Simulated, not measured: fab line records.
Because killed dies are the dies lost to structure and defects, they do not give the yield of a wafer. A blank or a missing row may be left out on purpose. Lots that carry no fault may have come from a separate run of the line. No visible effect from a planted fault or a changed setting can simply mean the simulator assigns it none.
fab line records | flow sky130
record lots=7 | wafers=21 | lastDay=50
route steps=708 shown POLY_CUT@312 SD_P@320 PAD_OPEN@708
lots untouched by any fault: they come from a run of this same line in which no faults occurred
startH: hours from the record's first day to the start of the lot's first wafer shown | waitH: hours elapsed since this lot's preceding step | " unchanged from the row above | L1.1+2: a row that stands for several wafers | - no value, or no start was given | * or withheld: withheld | < > ~ a bound
route shown NAME@n: a module of which the file shows steps, and the number in the route of the first | usual: average and standard deviation across the fault-free wafers | same: alike in all rows | chamber/n: place in a boat | sites: each site's reading | _std_site: standard deviation of those values | _edge_site: outer sites' mean less inner sites' | radiusMm: how far each site lies from the wafer's centre | mask NAME#n: copy n | behind: the last tool/chamber to shape the wafer | hold: why the lot was held/for how many hours/how that ended | device: the n, p or np transistor that did not switch | end of line: at the end of the route, the tests of the same wafers | step lacking rows: just its recipe | killed: dies that structure and defects cost at the first sort, which is not the same as the wafer's yield | map: dies across one wafer; x = killed, . = not, _ = none there
set.NAME: the setting as run; set.NAME@STEP: as run at that earlier step | model.NAME: the simulator's own value behind a step, which no gauge read
lots at selected steps of the route; one table per step, one row per wafer
services: when a tool's chamber went out of use (startH, in hours from the record's first day, below 0 if earlier), for how many hours, and the reason
## steps
# step SKY_POLY_CUT_EXPOSE_05
# recipe maskId=NPCM | na=0.8 | sourceShape=annular | sigmaInner=0.55 | sigmaOuter=0.85 | targetCdNm=270 | doseMj=32
# step SKY_POLY_CUT_PEB_06
# recipe pebTempC=withheld | pebTimeS=withheld | resist=KrF-thick
# step SKY_POLY_CUT_DEVELOP_07
# recipe developTimeS=60 | resist=KrF-thick | devTempC=21
# step SKY_POLY_CUT_CD_MEAS_08
# recipe targetCdNm=270
# usual cdNm=270.3/1.2
lot.wafer | tool     | chamber | startH | waitH | cdNm
L775.1    | cdSem-01 | -       | 553.45 | -     | 269.4
L775.2    | "        | -       | "      | "     | 267.7
L775.4    | "        | -       | "      | "     | 267.0
L776.2    | cdSem-01 | -       | 563.04 | -     | 270.5
L776.4    | "        | -       | "      | "     | 270.5
L776.6    | "        | -       | "      | "     | 271.1
L791.3    | cdSem-02 | -       | 695.48 | -     | 269.8
L791.5    | "        | -       | "      | "     | 269.1
L791.6    | "        | -       | "      | "     | 270.4
L793.1    | cdSem-01 | -       | 714.17 | -     | 271.6
L793.3    | "        | -       | "      | "     | 271.4
L793.6    | "        | -       | "      | "     | 270.4
L794.1    | cdSem-01 | -       | 716.01 | -     | 272.4
L794.3    | "        | -       | "      | "     | 271.0
L794.4    | "        | -       | "      | "     | 272.1
L796.3    | cdSem-01 | -       | 732.88 | -     | 272.6
L796.4    | "        | -       | "      | "     | 271.6
L796.6    | "        | -       | "      | "     | 271.7
L797.2    | cdSem-01 | -       | 740.21 | -     | 268.9
L797.3    | "        | -       | "      | "     | 268.6
L797.4    | "        | -       | "      | "     | 268.8
# step SKY_POLY_CUT_OVL_MEAS_09
# usual POLY_CUT_OVL=1/5
lot.wafer | tool       | chamber | startH | waitH | POLY_CUT_OVL[nm]
L775.1    | overlay-01 | -       | 553.57 | 0.1   | 5
L775.2    | "          | -       | "      | "     | 8
L775.4    | "          | -       | "      | "     | 2
L776.2    | overlay-01 | -       | 563.15 | 0.1   | 3
L776.4    | "          | -       | "      | "     | 8
L776.6    | "          | -       | "      | "     | 3
L791.3    | overlay-01 | -       | 695.58 | 0.1   | 3
L791.5    | "          | -       | "      | "     | -3
L791.6    | "          | -       | "      | "     | -2
L793.1    | overlay-02 | -       | 714.29 | 0.1   | -1
L793.3    | "          | -       | "      | "     | 1
L793.6    | "          | -       | "      | "     | -4
L794.1    | overlay-02 | -       | 716.13 | 0.1   | -3
L794.3    | "          | -       | "      | "     | -10
L794.4    | "          | -       | "      | "     | -7
L796.3    | overlay-02 | -       | 732.98 | 0.1   | 1
L796.4    | "          | -       | "      | "     | 1
L796.6    | "          | -       | "      | "     | 0
L797.2    | overlay-01 | -       | 740.32 | 0.1   | 2
L797.3    | "          | -       | "      | "     | 9
L797.4    | "          | -       | "      | "     | 0
# step SKY_POLY_CUT_ETCH_10
# recipe chemistry=N2/H2 | target=BARC | ionEnergyEv=200 | sourceW=500 | biasW=100 | pressureMtorr=30 | n2FlowSccm=100 | h2FlowSccm=200 | stopOn=SiO2 | timeS=45.9 | targetDepthA=600
# usual drypumpMotorCurrentA=5.6/0.43 | oesProductAu=0.855/0.0048 | throttleValvePct=13.223/0.0088
lot.wafer | tool       | chamber | startH | waitH | drypumpMotorCurrentA | oesProductAu | rfHoursCounterH | throttleValvePct
L775.1    | rieDiel-02 | 3       | 553.60 | 0.0   | 5.4                  | 0.851        | 21              | 13.210
L775.2    | "          | 2       | "      | "     | 5.7                  | 0.860        | 9               | 13.213
L775.4    | "          | 0       | "      | "     | 5.7                  | 0.863        | 13              | 13.214
L776.2    | rieDiel-01 | 0       | 563.18 | 0.0   | 5.9                  | 0.852        | 11              | 13.215
L776.4    | "          | 3       | "      | "     | 5.7                  | 0.850        | 6               | 13.210
L776.6    | "          | 1       | "      | "     | 4.9                  | 0.851        | -               | 13.228
L791.3    | rieDiel-01 | 0       | 695.60 | 0.0   | 5.9                  | 0.859        | 14              | 13.231
L791.5    | "          | 1       | "      | "     | 4.9                  | 0.859        | -               | 13.218
L791.6    | "          | 0       | "      | "     | 5.9                  | 0.856        | -               | 13.226
L793.1    | rieDiel-02 | 2       | 714.33 | 0.0   | 5.7                  | 0.857        | 11              | 13.208
L793.3    | "          | 0       | "      | "     | 5.7                  | 0.860        | 15              | 13.223
L793.6    | "          | 2       | "      | "     | 5.7                  | 0.858        | -               | 13.222
L794.1    | rieDiel-04 | 3       | 716.17 | 0.0   | 4.8                  | 0.854        | 5               | 13.229
L794.3    | "          | 1       | "      | "     | 5.0                  | 0.856        | 14              | 13.221
L794.4    | "          | 0       | "      | "     | 5.5                  | 0.853        | 1               | 13.221
L796.3    | rieDiel-02 | 3       | 733.00 | 0.0   | 5.4                  | 0.846        | 24              | 13.227
L796.4    | "          | 3       | "      | "     | 5.5                  | 0.856        | -               | 13.211
L796.6    | "          | 1       | "      | "     | 6.4                  | 0.851        | -               | 13.227
L797.2    | rieDiel-04 | 3       | 740.35 | 0.0   | 4.8                  | 0.856        | 6               | 13.225
L797.3    | "          | 0       | "      | "     | 5.5                  | 0.859        | 2               | 13.199
L797.4    | "          | 1       | "      | "     | 4.9                  | 0.855        | 15              | 13.223
# step SKY_POLY_CUT_ETCH_11
# recipe target=Si3N4 | chemistry=CF4/CH2F2/Ar | stopOn=poly-Si | sourceW=600 | biasW=153 | pressureMtorr=40 | cf4FlowSccm=40 | ch2f2FlowSccm=20 | Ar_flow_sccm=150 | timeS=42.5 | targetDepthA=600
# usual drypumpMotorCurrentA=5.6/0.44 | oesProductAu=0.824/0.0057 | throttleValvePct=14.993/0.0092
lot.wafer | tool       | chamber | startH | waitH | drypumpMotorCurrentA | oesProductAu | rfHoursCounterH | throttleValvePct
L775.1    | rieDiel-02 | 3       | 553.64 | 0.0   | 5.4                  | 0.830        | 21              | 15.003
L775.2    | "          | 2       | "      | "     | 5.7                  | 0.824        | 9               | 15.007
L775.4    | "          | 0       | "      | "     | 5.7                  | 0.828        | 13              | 14.970
L776.2    | rieDiel-01 | 0       | 563.22 | 0.0   | 5.9                  | 0.829        | 11              | 14.995
L776.4    | "          | 3       | "      | "     | 5.7                  | 0.825        | 6               | 14.996
L776.6    | "          | 1       | "      | "     | 5.0                  | 0.818        | -               | 14.991
L791.3    | rieDiel-01 | 0       | 695.64 | 0.0   | 5.9                  | 0.831        | 14              | 14.978
L791.5    | "          | 1       | "      | "     | 4.9                  | 0.828        | -               | 14.991
L791.6    | "          | 0       | "      | "     | 5.9                  | 0.821        | -               | 15.003
L793.1    | rieDiel-02 | 2       | 714.37 | 0.0   | 5.7                  | 0.819        | 11              | 14.992
L793.3    | "          | 0       | "      | "     | 5.7                  | 0.821        | 15              | 14.986
L793.6    | "          | 2       | "      | "     | 5.7                  | 0.827        | -               | 15.006
L794.1    | rieDiel-04 | 3       | 716.21 | 0.0   | 4.8                  | 0.829        | 5               | 14.991
L794.3    | "          | 1       | "      | "     | 5.0                  | 0.818        | 14              | 14.989
L794.4    | "          | 0       | "      | "     | 5.5                  | 0.826        | 1               | 15.011
L796.3    | rieDiel-02 | 3       | 733.04 | 0.0   | 5.4                  | 0.827        | 24              | 15.005
L796.4    | "          | 3       | "      | "     | 5.4                  | 0.820        | -               | 15.000
L796.6    | "          | 1       | "      | "     | 6.3                  | 0.824        | -               | 14.985
L797.2    | rieDiel-04 | 3       | 740.39 | 0.0   | 4.8                  | 0.825        | 6               | 14.994
L797.3    | "          | 0       | "      | "     | 5.5                  | 0.829        | 2               | 14.999
L797.4    | "          | 1       | "      | "     | 5.0                  | 0.821        | 15              | 14.988
# step SKY_POLY_CUT_STRIP_12
# recipe chemistry=O2/N2 | powerW=1400 | pressureMtorr=1500 | platenTempC=withheld | o2FlowSccm=3000 | n2FlowSccm=300 | overashFraction=0.5
# usual drypumpMotorCurrentA=5.6/0.32 | oesProductAu=0.452/0.0043 | stripTimeToEndpointS=5.352/0.015
lot.wafer | tool           | chamber | startH | waitH | drypumpMotorCurrentA | oesProductAu | rfHoursCounterH | stripTimeToEndpointS
L775.1    | plasmaAsher-04 | 0       | 553.68 | 0.0   | 5.8                  | 0.449        | 12              | 5.367
L775.2    | "              | 1       | "      | "     | 5.7                  | 0.449        | 12              | 5.345
L775.4    | "              | 0       | "      | "     | 5.8                  | 0.458        | -               | 5.363
L776.2    | plasmaAsher-01 | 0       | 563.26 | 0.0   | 6.1                  | 0.454        | 71              | 5.350
L776.4    | "              | 1       | "      | "     | 5.6                  | 0.449        | -               | 5.334
L776.6    | "              | 0       | "      | "     | 6.1                  | 0.447        | -               | 5.344
L791.3    | plasmaAsher-03 | 0       | 695.72 | 0.1   | 5.4                  | 0.453        | -               | 5.374
L791.5    | "              | 1       | "      | "     | 5.1                  | 0.450        | -               | 5.372
L791.6    | "              | 0       | "      | "     | 5.4                  | 0.458        | -               | 5.362
L793.1    | plasmaAsher-01 | 1       | 714.41 | 0.0   | 5.6                  | 0.452        | 87              | 5.338
L793.3    | "              | 1       | "      | "     | 5.6                  | 0.453        | -               | 5.333
L793.6    | "              | 0       | "      | "     | 6.1                  | 0.452        | -               | 5.348
L794.1    | plasmaAsher-01 | 0       | 716.25 | 0.0   | 6.1                  | 0.454        | 87              | 5.353
L794.3    | "              | 1       | "      | "     | 5.6                  | 0.446        | -               | 5.350
L794.4    | "              | 0       | "      | "     | 6.1                  | 0.451        | -               | 5.337
L796.3    | plasmaAsher-03 | 0       | 733.12 | 0.1   | 5.4                  | 0.453        | -               | 5.375
L796.4    | "              | 1       | "      | "     | 5.1                  | 0.450        | -               | 5.385
L796.6    | "              | 1       | "      | "     | 5.1                  | 0.453        | -               | 5.363
L797.2    | plasmaAsher-01 | 0       | 740.43 | 0.0   | 6.1                  | 0.454        | 90              | 5.334
L797.3    | "              | 1       | "      | "     | 5.6                  | 0.458        | -               | 5.326
L797.4    | "              | 0       | "      | "     | 6.1                  | 0.448        | -               | 5.331
# step SKY_SD_P_DEHYDRATE_00
# recipe tempC=200 | timeS=60
# step SKY_SD_P_HMDS_01
# recipe primeTimeS=60 | primeTempC=120
# step SKY_SD_P_COAT_02
# recipe resist=NOVOLAK | spinRpm=3000 | resistThkNm=1140
# step SKY_SD_P_SOFTBAKE_03
# recipe tempC=90 | timeS=60 | resist=NOVOLAK
# step SKY_SD_P_EXPOSE_04
# recipe maskId=PSDM | na=0.6 | sourceShape=conventional | sigmaOuter=0.6 | polarization=unpolarized | targetCdNm=380 | doseMj=138
lot.wafer  | tool            | chamber | startH | waitH | mask   | model.SD_P.overlayXNm
L775.1+2+4 | ilineStepper-01 | 0       | 569.16 | -     | PSDM#0 | 1.231
L776.2+4+6 | ilineStepper-01 | 0       | 578.70 | -     | PSDM#0 | -0.98
L791.3+5+6 | ilineStepper-02 | 0       | 708.91 | -     | PSDM#0 | 1.456
L793.1+3+6 | ilineStepper-01 | 0       | 729.02 | -     | PSDM#0 | 34.63
L794.1+3+4 | ilineStepper-01 | 0       | 730.14 | -     | PSDM#0 | 38.21
L796.3+4+6 | ilineStepper-01 | 0       | 746.36 | -     | PSDM#0 | 35.85
L797.2+3+4 | ilineStepper-02 | 0       | 754.52 | -     | PSDM#0 | -1.742
# step SKY_SD_P_PEB_05
# recipe tempC=withheld | timeS=* | resist=NOVOLAK
# step SKY_SD_P_DEVELOP_06
# recipe resist=NOVOLAK | developer=TMAH | developTimeS=60 | devTempC=23
# step SKY_SD_P_CD_MEAS_07
# recipe targetCdNm=380
# usual cdNm=380.3/2.4
lot.wafer | tool     | chamber | startH | waitH | cdNm
L775.1    | cdSem-01 | -       | 583.07 | 0.1   | 382.6
L775.2    | "        | -       | "      | "     | 379.7
L775.4    | "        | -       | "      | "     | 381.3
L776.2    | cdSem-01 | -       | 592.91 | 0.1   | 381.1
L776.4    | "        | -       | "      | "     | 383.3
L776.6    | "        | -       | "      | "     | 380.5
L791.3    | cdSem-01 | -       | 721.91 | 0.1   | 381.0
L791.5    | "        | -       | "      | "     | 378.7
L791.6    | "        | -       | "      | "     | 381.0
L793.1    | cdSem-02 | -       | 741.87 | 0.1   | 377.7
L793.3    | "        | -       | "      | "     | 375.3
L793.6    | "        | -       | "      | "     | 380.0
L794.1    | cdSem-02 | -       | 743.14 | 0.1   | 382.0
L794.3    | "        | -       | "      | "     | 382.8
L794.4    | "        | -       | "      | "     | 383.4
L796.3    | cdSem-02 | -       | 760.36 | 0.1   | 378.9
L796.4    | "        | -       | "      | "     | 376.6
L796.6    | "        | -       | "      | "     | 377.0
L797.2    | cdSem-02 | -       | 767.94 | 0.1   | 379.5
L797.3    | "        | -       | "      | "     | 377.9
L797.4    | "        | -       | "      | "     | 377.9
# step SKY_SD_P_OVL_MEAS_08
# usual SD_P_OVL=0.5/1.3
lot.wafer | tool       | chamber | startH | waitH | hold                    | SD_P_OVL[nm]
L775.1    | overlay-01 | -       | 583.19 | 0.1   | -                       | 2.1
L775.2    | "          | -       | "      | "     | -                       | 2.1
L775.4    | "          | -       | "      | "     | -                       | 2.1
L776.2    | overlay-01 | -       | 593.02 | 0.1   | -                       | 0.1
L776.4    | "          | -       | "      | "     | -                       | 0.5
L776.6    | "          | -       | "      | "     | -                       | 0.0
L791.3    | overlay-01 | -       | 722.01 | 0.1   | -                       | -0.1
L791.5    | "          | -       | "      | "     | -                       | 0.1
L791.6    | "          | -       | "      | "     | -                       | 0.0
L793.1    | overlay-01 | -       | 741.99 | 0.1   | awaitDispo/0.2h/release | 35.4
L793.3    | "          | -       | "      | "     | awaitDispo/0.2h/release | 35.8
L793.6    | "          | -       | "      | "     | awaitDispo/0.2h/release | 36.2
L793.1    | overlay-01 | -       | 742.20 | 0.2   | -                       | 35.0
L793.3    | "          | -       | "      | "     | -                       | 35.4
L793.6    | "          | -       | "      | "     | -                       | 35.7
L794.1    | overlay-02 | -       | 743.26 | 0.1   | awaitDispo/0.2h/release | 39.1
L794.3    | "          | -       | "      | "     | awaitDispo/0.2h/release | 39.0
L794.4    | "          | -       | "      | "     | awaitDispo/0.2h/release | 38.2
L794.1    | overlay-02 | -       | 743.47 | 0.2   | -                       | 38.6
L794.3    | "          | -       | "      | "     | -                       | 38.4
L794.4    | "          | -       | "      | "     | -                       | 37.6
L796.3    | overlay-02 | -       | 760.46 | 0.1   | awaitDispo/0.2h/release | 37.9
L796.4    | "          | -       | "      | "     | awaitDispo/0.2h/release | 37.9
L796.6    | "          | -       | "      | "     | awaitDispo/0.2h/release | 39.3
L796.3    | overlay-02 | -       | 760.66 | 0.2   | -                       | 37.5
L796.4    | "          | -       | "      | "     | -                       | 37.8
L796.6    | "          | -       | "      | "     | -                       | 39.1
L797.2    | overlay-02 | -       | 768.05 | 0.1   | -                       | -2.8
L797.3    | "          | -       | "      | "     | -                       | -0.8
L797.4    | "          | -       | "      | "     | -                       | -1.3
# step SKY_PAD_OPEN_PROBE_99
# usual killed_at_M0_to_M3=43/7.6 | killed_at_M4_up=2.9/1.9 | killedAtContacts=24/5 | killedAtFrontEnd=15/4.3 | killedAtOther=0.3/0.54 | killedDies=85/10 | killedOpen=47/7 | killedShort=38/6.4
# same grossDies=492 | killedAtBackSide=0
lot.wafer | tool      | chamber | startH  | waitH | killed_at_M0_to_M3 | killed_at_M4_up | killedAtContacts | killedAtFrontEnd | killedAtOther | killedDies | killedOpen | killedShort
L775.1    | prober-02 | -       | 1075.82 | 0.1   | 36                 | 3               | 23               | 21               | 0             | 83         | 40         | 43
L775.2    | prober-02 | -       | 1075.87 | 0.1   | 46                 | 3               | 30               | 18               | 1             | 98         | 62         | 36
L775.4    | prober-02 | -       | 1075.97 | 0.2   | 38                 | 2               | 23               | 17               | 0             | 80         | 42         | 38
L794.1    | prober-01 | -       | 1185.97 | 0.1   | 56                 | 2               | 23               | 23               | 0             | 104        | 56         | 48
L794.3    | prober-01 | -       | 1186.07 | 0.2   | 53                 | 0               | 27               | 13               | 0             | 93         | 53         | 40
L794.4    | prober-01 | -       | 1186.12 | 0.2   | 48                 | 3               | 24               | 10               | 0             | 85         | 46         | 39
L797.2    | prober-02 | -       | 1199.43 | 0.1   | 43                 | 6               | 15               | 23               | 0             | 87         | 44         | 43
L797.3    | prober-02 | -       | 1199.48 | 0.2   | 48                 | 5               | 23               | 18               | 0             | 94         | 52         | 42
L797.4    | prober-02 | -       | 1199.53 | 0.2   | 51                 | 2               | 17               | 17               | 0             | 87         | 42         | 45
# killed by level:class
L775.1 VIA1:geometricParticle:open=10 LI_CONTACT:geometricParticle:open=8 CONTACT:geometricParticle:open=7 POLY_GATE:geometricParticle:short=6 METAL1:geometricParticle:short=6 METAL2:geometricParticle:short=6 POLY_GATE:geometricParticle:open=5 LOCAL_INTERCONNECT:geometricParticle:short=5
L775.2 CONTACT:geometricParticle:open=14 VIA1:geometricParticle:open=14 LI_CONTACT:geometricParticle:open=6 VIA2:geometricParticle:open=6 VIA3:geometricParticle:open=6 METAL2:geometricParticle:short=5 FIELD_ISO:geometricParticle:open=4 LOCAL_INTERCONNECT:geometricParticle:short=4
L775.4 CONTACT:geometricParticle:open=11 VIA1:geometricParticle:open=9 METAL1:geometricParticle:short=8 FIELD_ISO:geometricParticle:open=5 POLY_GATE:geometricParticle:short=5 VIA1:geometricParticle:short=5 VIA3:geometricParticle:open=5 LI_CONTACT:geometricParticle:open=3
L794.1 VIA1:geometricParticle:open=11 VIA3:geometricParticle:open=10 VIA2:geometricParticle:open=9 LOCAL_INTERCONNECT:geometricParticle:short=7 POLY_GATE:geometricParticle:open=6 METAL1:geometricParticle:short=6 VIA1:geometricParticle:short=5 CONTACT:geometricParticle:short=5
L794.3 CONTACT:geometricParticle:open=11 VIA1:geometricParticle:open=10 LI_CONTACT:geometricParticle:open=7 VIA1:geometricParticle:short=7 METAL2:geometricParticle:short=7 METAL1:geometricParticle:short=6 VIA2:geometricParticle:open=6 VIA3:geometricParticle:open=6
L794.4 CONTACT:geometricParticle:open=10 VIA1:geometricParticle:open=8 VIA2:geometricParticle:open=7 LI_CONTACT:geometricParticle:open=7 METAL1:geometricParticle:short=7 METAL2:geometricParticle:short=7 LI_CONTACT:geometricParticle:short=5 VIA3:geometricParticle:short=4
L797.2 FIELD_ISO:geometricParticle:open=9 FIELD_ISO:geometricParticle:short=9 VIA1:geometricParticle:open=7 VIA1:geometricParticle:short=6 VIA3:geometricParticle:open=6 LOCAL_INTERCONNECT:geometricParticle:short=5 METAL1:geometricParticle:short=5 CONTACT:geometricParticle:open=5
L797.3 VIA1:geometricParticle:open=11 CONTACT:geometricParticle:open=9 FIELD_ISO:geometricParticle:open=8 VIA3:geometricParticle:open=8 FIELD_ISO:geometricParticle:short=6 VIA2:geometricParticle:open=6 VIA1:geometricParticle:short=6 LOCAL_INTERCONNECT:geometricParticle:short=5
L797.4 FIELD_ISO:geometricParticle:short=10 VIA3:geometricParticle:open=9 METAL2:geometricParticle:short=8 VIA1:geometricParticle:short=7 VIA1:geometricParticle:open=7 VIA2:geometricParticle:open=6 CONTACT:geometricParticle:open=6 LI_CONTACT:geometricParticle:open=3
## services
tool            | chamber | startH | hours | kind
plasmaAsher-04  | -       | 531.53 | 8.6   | repair
rieDiel-04      | -       | 538.82 | 0.9   | repair
rieDiel-01      | 0       | 545.92 | 15.7  | repair
ilineStepper-02 | -       | 562.31 | 10.7  | repair
rieDiel-04      | -       | 580.40 | 2.8   | pm
rieDiel-02      | 0       | 580.45 | 4.2   | repair
rieDiel-02      | 0       | 587.60 | 8.4   | repair
rieDiel-02      | 3       | 591.47 | 3.3   | repair
rieDiel-02      | 2       | 591.71 | 2.5   | repair
rieDiel-01      | 1       | 594.20 | 1.3   | repair
ilineStepper-02 | -       | 601.11 | 1.7   | pm
rieDiel-02      | 2       | 603.24 | 9.4   | repair
rieDiel-01      | 3       | 616.17 | 1.9   | repair
plasmaAsher-03  | -       | 661.21 | 2.8   | pm
rieDiel-04      | 0       | 685.70 | 4.7   | repair
rieDiel-02      | 0       | 685.81 | 2.6   | repair
rieDiel-01      | 3       | 687.91 | 8.4   | repair
ilineStepper-02 | -       | 712.49 | 2.7   | repair
ilineStepper-01 | -       | 720.79 | 1.7   | pm
rieDiel-02      | 0       | 724.90 | 11.1  | repair
plasmaAsher-01  | -       | 732.18 | 2.8   | pm
rieDiel-02      | 1       | 735.98 | -     | clean
rieDiel-02      | 1       | 735.98 | 18.7  | scheduledDown
rieDiel-02      | 1       | 735.98 | 18.7  | ventCycle
## key
firstSign step=SKY_SD_P_OVL_MEAS_08 | reading=visit | direction=added
effect step=SKY_SD_P_OVL_MEAS_08 | reading=SD_P_OVL | direction=up | sigmas=28 | usual=0.5 | struck=37.7
modelEffect step=SKY_SD_P_EXPOSE_04 | value=SD_P.overlayXNm | without=-0.1884 | struck=36.23
metAt SKY_SD_P_EXPOSE_04
struckWafers L793.1,L793.3,L793.6,L794.1,L794.3,L794.4,L796.3,L796.4,L796.6
testerLeftOut L793,L794,L796
onsetBetween 578.70 729.02
fault kind=scannerMatchingOverlay | tool=ilineStepper-01 | chamber=- | onsetH=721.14 | steps=SKY_SD_P_EXPOSE_04 | offset=36.417
# testerLeftOut: of these lots the tester's yield and bins aren't shown, on N5 and GAA mostly nor the transistor test; their killed dies are dies lost to structure and defects alone, not to doping, threshold or leakage, so they don't give the yield
